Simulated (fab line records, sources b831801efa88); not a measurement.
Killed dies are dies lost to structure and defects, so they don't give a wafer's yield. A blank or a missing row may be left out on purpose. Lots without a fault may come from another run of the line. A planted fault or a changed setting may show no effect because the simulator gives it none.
fab line records | flow sky130
record lots=6 wafers=18 last_day=50
route steps=708 shown RES_PROTECT@211 POLY_GATE@213 PAD_OPEN@708
lots that met no fault: from a run of the same line without faults
start_h: hours from the record's first day to the start of the lot's first wafer shown | wait_h: hours since the lot's step before | " the same as in the row above | L1.1+2: a row that stands for several wafers | - no value, or no start given | * or withheld: withheld | < > ~ a bound
route shown NAME@n: a module of which the file shows steps, and the number in the route of the first | usual: mean/standard deviation of fault-free wafers | same: alike in all rows | chamber/n: place in a boat | sites: the reading at each site | _std_site: their standard deviation | _edge_site: outer sites' mean less inner sites' | radius_mm: how far each site lies from the wafer's centre | mask NAME#n: copy n | behind: the tool/chamber that last shaped the wafer | hold: why the lot was held/for how many hours/how that ended | device: the transistor (n, p or np) that didn't switch | end of line: the same wafers' tests at the end of the route | a step without rows: its recipe alone | killed: dies lost to structure and defects at the first sort, not the wafer's yield | map: a wafer's dies, x killed, . not, _ none there
set.NAME: the setting as run; set.NAME@STEP: as run at that earlier step | model.NAME: the simulator's own value behind a step, which no gauge read
lots at some steps of the route; a table a step, a row a wafer
services: from which hour (start_h, from the record's first day; less than 0 if before it) a tool's chamber was out of use, for how many hours, and why
## steps
# step SKY_RES_PROTECT_PEB_05
# recipe temp_c=withheld time_s=* resist=NOVOLAK
# step SKY_RES_PROTECT_DEVELOP_06
# recipe resist=NOVOLAK developer=TMAH develop_time_s=60 dev_temp_c=23
# step SKY_POLY_GATE_IMPLANT_02
# recipe species=P energy_kev=30 dose_cm2=7.7e+15 tilt_deg=0
# step SKY_RES_PROTECT_STRIP_07
# recipe chemistry=O2/N2 power_w=1400 pressure_mtorr=1500 platen_temp_c=withheld o2_flow_sccm=3000 n2_flow_sccm=300 overash_fraction=0.5
# usual drypump_motor_current_A=6.0/0.48 n2_flow_sccm=300.1/0.82 oes_product_au=0.517/0.0046 strip_time_to_endpoint_s=23.30/0.046
# columns lot.wafer tool chamber start_h wait_h drypump_motor_current_A n2_flow_sccm oes_product_au rf_hours_counter_h strip_time_to_endpoint_s
L476.1 plasma_asher-04 1 431.61 0.1 5.2 302.0 0.516 73 23.24
L476.2 " 0 " " 6.3 299.3 0.515 73 23.30
L476.6 " 1 " " 5.2 300.9 0.518 - 23.28
L477.1 plasma_asher-03 1 437.76 0.1 6.5 300.2 0.513 61 23.25
L477.4 " 0 " " 6.3 300.6 0.515 - 23.25
L477.6 " 0 " " 6.3 300.3 0.516 - 23.23
L484.2 plasma_asher-04 0 497.92 0.1 6.3 300.4 0.511 80 23.32
L484.4 " 0 " " 6.3 299.8 0.516 - 23.33
L484.5 " 1 " " 5.2 299.2 0.519 - 23.35
L485.1 plasma_asher-04 1 500.66 0.1 5.2 299.2 0.522 80 23.38
L485.2 " 0 " " 6.3 299.5 0.521 80 23.34
L485.6 " 1 " " 5.2 301.1 0.524 - 23.33
L486.3 plasma_asher-02 1 510.04 0.1 6.0 300.1 0.512 - 23.26
L486.5 " 1 " " 6.1 301.1 0.509 - 23.18
L486.6 " 0 " " 5.7 300.5 0.520 - 23.24
L489.1 plasma_asher-03 1 531.06 0.1 6.5 300.5 0.514 70 23.21
L489.5 " 1 " " 6.5 299.8 0.521 - 23.27
L489.6 " 0 " " 6.3 300.0 0.510 - 23.28
# step SKY_RES_PROTECT_TW_MEAS_08
# usual POLY_GATE_TW=4018/48
# columns lot.wafer tool chamber start_h wait_h POLY_GATE_TW
L476.1 film_metro-04 - 431.71 0.1 4042
L476.2 " - " " 4053
L476.6 " - " " 4033
L477.1 film_metro-01 - 437.86 0.1 3983
L477.4 " - " " 3977
L477.6 " - " " 3992
L484.2 film_metro-01 - 498.03 0.1 3983
L484.4 " - " " 3995
L484.5 " - " " 3945
L485.1 film_metro-03 - 500.76 0.1 4004
L485.2 " - " " 4019
L485.6 " - " " 3979
L486.3 film_metro-01 - 510.13 0.1 3962
L486.5 " - " " 3963
L486.6 " - " " 3967
L489.1 film_metro-04 - 531.16 0.1 4112
L489.5 " - " " 4115
L489.6 " - " " 4112
# step SKY_RES_PROTECT_CLEAN_09
# recipe chemistry=SC1/SC2 mix=1:4:20 temp_c=70 time_s=150 dry=n2_spin
# step SKY_POLY_GATE_CVD_03
# recipe material=Si3N4 precursor=DCS/NH3 target_thk_nm=75 temp_c=770 time_s=1290 pressure_mtorr=250
# step SKY_POLY_GATE_THK_MEAS_04
# recipe reads=Si3N4_of_POLY_GATE_CVD_03
# usual POLY_GATE_CVD_03_THK=75.2/0.78
# columns lot.wafer tool chamber start_h wait_h POLY_GATE_CVD_03_THK[nm]
L476.1 film_metro-04 - 433.18 0.0 75.7
L476.2 " - " " 76.0
L476.6 " - " " 75.6
L477.1 film_metro-01 - 439.32 0.0 75.8
L477.4 " - " " 75.3
L477.6 " - " " 75.8
L484.2 film_metro-01 - 499.73 0.0 75.0
L484.4 " - " " 75.0
L484.5 " - " " 75.3
L485.1 film_metro-02 - 502.22 0.0 75.1
L485.2 " - " " 74.8
L485.6 " - " " 75.8
L486.3 film_metro-04 - 512.25 0.0 76.2
L486.5 " - " " 76.6
L486.6 " - " " 76.2
L489.1 film_metro-02 - 532.62 0.0 75.6
L489.5 " - " " 76.0
L489.6 " - " " 75.3
# step SKY_POLY_GATE_DEHYDRATE_05
# recipe temp_c=200 time_s=60
# step SKY_POLY_GATE_HMDS_06
# recipe prime_time_s=60 prime_temp_c=120
# step SKY_POLY_GATE_COAT_07
# recipe resist=BARC temp_c=withheld time_s=withheld spin_rpm=3000 resist_thk_nm=110
# step SKY_POLY_GATE_COAT_08
# recipe resist=KrF-thick spin_rpm=3000 resist_thk_nm=450
# step SKY_POLY_GATE_SOFTBAKE_09
# recipe temp_c=100 time_s=90 resist=KrF-thick
# usual heater_power_total_W=57.36/0.12 plate_temp_C=99.99/0.13
# columns lot.wafer tool chamber start_h wait_h heater_power_total_W plate_temp_C
L476.1 litho_track-03 0 449 - 55.08 97.06
L476.2 " 0 " " 55.12 96.94
L476.6 " 0 " " 54.96 97.07
L477.1 litho_track-03 0 454 - 54.98 97.25
L477.4 " 0 " " 55.29 97.16
L477.6 " 0 " " 54.93 97.08
L484.2 litho_track-01 0 514 - 57.33 100.02
L484.4 " 0 " " 57.48 99.86
L484.5 " 0 " " 57.18 99.89
L485.1 litho_track-03 0 517 - 57.56 99.95
L485.2 " 0 " " 57.50 100.12
L485.6 " 0 " " 57.46 99.91
L486.3 litho_track-02 0 526 - 57.50 99.70
L486.5 " 0 " " 57.29 99.81
L486.6 " 0 " " 57.20 99.82
L489.1 litho_track-02 0 547 - 57.45 99.88
L489.5 " 0 548 - 57.49 100.00
L489.6 " 0 " " 57.58 99.94
# step SKY_POLY_GATE_EXPOSE_10
# recipe mask_id=P1M na=0.68 source_shape=conventional sigma_outer=0.6 target_cd_nm=150 dose_mj=28
# step SKY_PAD_OPEN_PROBE_99
# usual killed_at_M0_to_M3=43/6.7 killed_at_M4_up=3.2/2.1 killed_at_contacts=25/5.9 killed_at_front_end=16/4.7 killed_at_other=0.3/0.54 killed_dies=87/9.8 killed_open=47/6.7 killed_short=40/6.5
# same gross_dies=492 killed_at_back_side=0
# columns lot.wafer tool chamber start_h wait_h killed_at_M0_to_M3 killed_at_M4_up killed_at_contacts killed_at_front_end killed_at_other killed_dies killed_open killed_short
L476.1 prober-02 - 1145.13 0.1 42 3 24 16 0 85 42 42
L476.2 prober-02 - 1145.18 0.1 42 1 17 18 0 78 48 30
L476.6 prober-02 - 1145.38 0.2 42 5 29 21 0 97 50 46
L477.1 prober-01 - 1148.40 0.1 27 5 29 7 0 68 39 29
L477.4 prober-01 - 1148.55 0.2 47 5 19 16 1 88 56 31
L477.6 prober-01 - 1148.65 0.2 46 4 12 18 0 80 47 33
L484.2 prober-02 - 1182.03 0.1 41 5 20 17 0 83 45 37
L484.4 prober-02 - 1182.13 0.2 43 6 20 11 1 81 42 39
L484.5 prober-02 - 1182.18 0.2 35 1 20 20 0 76 40 36
L485.1 prober-01 - 1184.74 0.1 36 7 35 14 0 92 51 41
L485.2 prober-01 - 1184.79 0.1 44 0 26 16 0 86 51 35
L485.6 prober-01 - 1184.99 0.2 46 5 34 21 0 106 63 43
L486.3 prober-02 - 1188.95 0.2 48 7 17 16 0 88 41 47
L486.5 prober-02 - 1189.05 0.2 24 3 19 12 0 58 40 18
L486.6 prober-02 - 1189.10 0.2 38 11 22 20 0 91 46 45
L489.1 prober-01 - 1201.83 0.1 50 3 24 16 0 93 55 37
L489.5 prober-01 - 1202.03 0.2 42 1 29 18 0 90 52 38
L489.6 prober-01 - 1202.08 0.2 42 1 17 12 0 72 44 28
# killed by level:class
L476.1 CONTACT:geometric_particle:open=9 VIA2:geometric_particle:open=9 CONTACT:geometric_particle:short=7 METAL2:geometric_particle:short=7 VIA1:geometric_particle:short=6 VIA3:geometric_particle:open=6 POLY_GATE:geometric_particle:short=5 LI_CONTACT:geometric_particle:open=5
L476.2 VIA1:geometric_particle:open=10 VIA2:geometric_particle:open=8 VIA1:geometric_particle:short=7 FIELD_ISO:geometric_particle:open=6 VIA3:geometric_particle:open=6 FIELD_ISO:geometric_particle:short=5 LI_CONTACT:geometric_particle:open=5 CONTACT:geometric_particle:open=5
L476.6 VIA1:geometric_particle:open=15 METAL2:geometric_particle:short=9 CONTACT:geometric_particle:open=8 VIA2:geometric_particle:open=7 FIELD_ISO:geometric_particle:short=6 LI_CONTACT:geometric_particle:open=6 CONTACT:geometric_particle:short=6 LOCAL_INTERCONNECT:geometric_particle:short=5
L477.1 CONTACT:geometric_particle:open=12 LI_CONTACT:geometric_particle:open=9 VIA1:geometric_particle:open=6 METAL1:geometric_particle:short=5 CONTACT:geometric_particle:short=4 VIA2:geometric_particle:open=4 SPACER:geometric_particle:short=3 LOCAL_INTERCONNECT:geometric_particle:short=3
L477.4 VIA1:geometric_particle:open=18 VIA1:geometric_particle:short=8 CONTACT:geometric_particle:open=7 LI_CONTACT:geometric_particle:open=6 VIA2:geometric_particle:open=6 FIELD_ISO:geometric_particle:open=5 POLY_GATE:geometric_particle:open=4 VIA3:geometric_particle:open=3
L477.6 VIA1:geometric_particle:open=12 VIA2:geometric_particle:open=9 FIELD_ISO:geometric_particle:open=8 VIA1:geometric_particle:short=4 VIA2:geometric_particle:short=4 METAL4:geometric_particle:short=4 LI_CONTACT:geometric_particle:open=3 CONTACT:geometric_particle:open=3
L484.2 VIA3:geometric_particle:open=12 POLY_GATE:geometric_particle:short=7 CONTACT:geometric_particle:open=7 VIA1:geometric_particle:open=7 CONTACT:geometric_particle:short=6 POLY_GATE:geometric_particle:open=5 VIA2:geometric_particle:open=5 VIA2:geometric_particle:short=4
L484.4 VIA2:geometric_particle:open=7 CONTACT:geometric_particle:open=7 METAL1:geometric_particle:short=7 METAL2:geometric_particle:short=6 VIA1:geometric_particle:open=6 CONTACT:geometric_particle:short=5 VIA3:geometric_particle:open=4 LI_CONTACT:geometric_particle:open=4
L484.5 VIA1:geometric_particle:open=7 POLY_GATE:geometric_particle:open=6 CONTACT:geometric_particle:short=6 VIA2:geometric_particle:open=6 FIELD_ISO:geometric_particle:short=5 POLY_GATE:geometric_particle:short=5 CONTACT:geometric_particle:open=5 LI_CONTACT:geometric_particle:open=4
L485.1 CONTACT:geometric_particle:open=10 LI_CONTACT:geometric_particle:open=9 LOCAL_INTERCONNECT:geometric_particle:short=9 VIA1:geometric_particle:open=8 VIA2:geometric_particle:open=7 METAL4:geometric_particle:short=7 FIELD_ISO:geometric_particle:short=5 VIA3:geometric_particle:open=5
L485.2 LI_CONTACT:geometric_particle:open=13 VIA3:geometric_particle:open=9 VIA1:geometric_particle:open=8 VIA2:geometric_particle:open=7 FIELD_ISO:geometric_particle:short=6 VIA1:geometric_particle:short=6 CONTACT:geometric_particle:open=6 FIELD_ISO:geometric_particle:open=5
L485.6 VIA2:geometric_particle:open=13 LI_CONTACT:geometric_particle:open=11 CONTACT:geometric_particle:open=11 POLY_GATE:geometric_particle:short=9 CONTACT:geometric_particle:short=9 VIA3:geometric_particle:open=6 METAL1:geometric_particle:open=5 VIA1:geometric_particle:open=5
L486.3 METAL1:geometric_particle:short=9 VIA2:geometric_particle:open=9 CONTACT:geometric_particle:open=7 METAL4:geometric_particle:short=7 VIA1:geometric_particle:open=5 VIA3:geometric_particle:open=5 POLY_GATE:geometric_particle:open=4 CONTACT:geometric_particle:short=4
L486.5 LI_CONTACT:geometric_particle:open=12 VIA1:geometric_particle:open=7 CONTACT:geometric_particle:open=6 FIELD_ISO:geometric_particle:open=3 POLY_GATE:geometric_particle:short=3 POLY_GATE:geometric_particle:open=3 VIA2:geometric_particle:open=3 METAL1:geometric_particle:short=3
L486.6 CONTACT:geometric_particle:open=10 VIA1:geometric_particle:open=10 METAL2:geometric_particle:short=8 METAL4:geometric_particle:short=7 FIELD_ISO:geometric_particle:open=6 POLY_GATE:geometric_particle:short=5 POLY_GATE:geometric_particle:open=5 FIELD_ISO:geometric_particle:short=4
L489.1 VIA1:geometric_particle:open=17 CONTACT:geometric_particle:open=9 FIELD_ISO:geometric_particle:short=7 VIA2:geometric_particle:open=7 LI_CONTACT:geometric_particle:open=6 VIA3:geometric_particle:open=6 VIA1:geometric_particle:short=5 METAL2:geometric_particle:short=5
L489.5 CONTACT:geometric_particle:open=10 POLY_GATE:geometric_particle:open=9 VIA1:geometric_particle:open=9 LI_CONTACT:geometric_particle:open=7 METAL1:geometric_particle:short=7 LOCAL_INTERCONNECT:geometric_particle:short=6 METAL2:geometric_particle:short=6 VIA2:geometric_particle:open=5
L489.6 VIA1:geometric_particle:open=11 LI_CONTACT:geometric_particle:open=8 VIA3:geometric_particle:open=8 CONTACT:geometric_particle:open=5 VIA1:geometric_particle:short=5 POLY_GATE:geometric_particle:short=4 VIA2:geometric_particle:open=3 METAL2:geometric_particle:open=3
## services
# columns tool chamber start_h hours kind
plasma_asher-02 - 421.25 9.0 pm
plasma_asher-02 0 421.25 9.0 vent_cycle
plasma_asher-02 1 421.25 9.0 vent_cycle
plasma_asher-02 0 430.25 - clean
plasma_asher-02 1 430.25 - clean
plasma_asher-02 - 435.39 3.8 repair
plasma_asher-02 - 446.21 2.8 pm
litho_track-03 - 544.83 - consumable_replace:filter
## key
first_sign step=SKY_POLY_GATE_SOFTBAKE_09 reading=plate_temp_C direction=down sigmas=23 usual=* struck=*
effect step=SKY_POLY_GATE_SOFTBAKE_09 reading=heater_power_total_W direction=down sigmas=18 usual=* struck=*
met_at SKY_POLY_GATE_SOFTBAKE_09
struck_wafers L476.1,L476.2,L476.6,L477.1,L477.4,L477.6
tester_left_out L476,L477
fault kind=process_parameter_drift tool=litho_track-03 chamber=- onset_h=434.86 steps=SKY_POLY_GATE_SOFTBAKE_09 channel=temp_c offset=* shape=step end_h=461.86 acts_in=* stated=*
# tester_left_out: of these lots the tester's yield and bins aren't shown, on N5 and GAA mostly nor the transistor test; their killed dies are dies lost to structure and defects alone, not to doping, threshold or leakage, so they don't give the yield
